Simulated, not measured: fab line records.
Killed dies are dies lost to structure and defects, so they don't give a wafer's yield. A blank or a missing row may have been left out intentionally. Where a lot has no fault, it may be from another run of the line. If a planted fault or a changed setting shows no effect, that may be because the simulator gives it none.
Matching of chambers ; flow sky130 ; 4 sister chambers for SKY_VIA2_CMP_02 on cmp-01
The step polishes SiO2. 8 wafers are shown with their chamber, then 7 later ones without.

== WAFERS PAIRED WITH THEIR CHAMBERS ==
wafer;chamber;motor current A (A);slurry filter dp kPa (kPa)
L187.6;2;9.0;13.25
L197.3;1;10.7;13.77
L197.6;1;11.5;13.61
L199.3;0;13.1;13.60
L199.5;3;12.7;13.61
L199.6;0;12.6;13.67
L201.2;2;9.2;13.50
L201.4;3;11.7;13.71

== WAFERS WITHOUT THEIR CHAMBER ==
wafer;motor current A (A);slurry filter dp kPa (kPa)
L201.5;13.1;13.46
L204.3;9.9;13.33
L204.4;10.8;13.34
L204.6;9.6;13.44
L208.3;12.7;13.41
L208.4;11.6;13.61
L208.5;12.4;13.45

== EACH ONE'S CHAMBER ==
wafer;from the rows above;in truth
L201.5;can't be placed: 0 or 3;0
L204.3;2;2
L204.4;can't be placed: 1 or 2 or 3 or 0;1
L204.6;2;2
L208.3;can't be placed: 0 or 3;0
L208.4;can't be placed: 1 or 3 or 0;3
L208.5;can't be placed: 0 or 3 or 1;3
Placed correctly: 2 of 7. Can't be placed from these rows: 5 (the true chamber is among the candidates in 5). Wrongly placed: 0.
How it was worked out, from the rows above alone: a wafer's distance from a chamber is the root of the sum, over the readings, of the square of ((its reading less the chamber's mean) divided by the reading's scatter). The wafer belongs to the nearest chamber; if the next one is less than 2 further off, it can't be placed. The mean given for a chamber averages the wafers shown for that chamber. How the scatter is found: for the shown wafers, subtract from each reading the mean of its chamber, square and add these, divide the total by (wafers less chambers), then take the root.
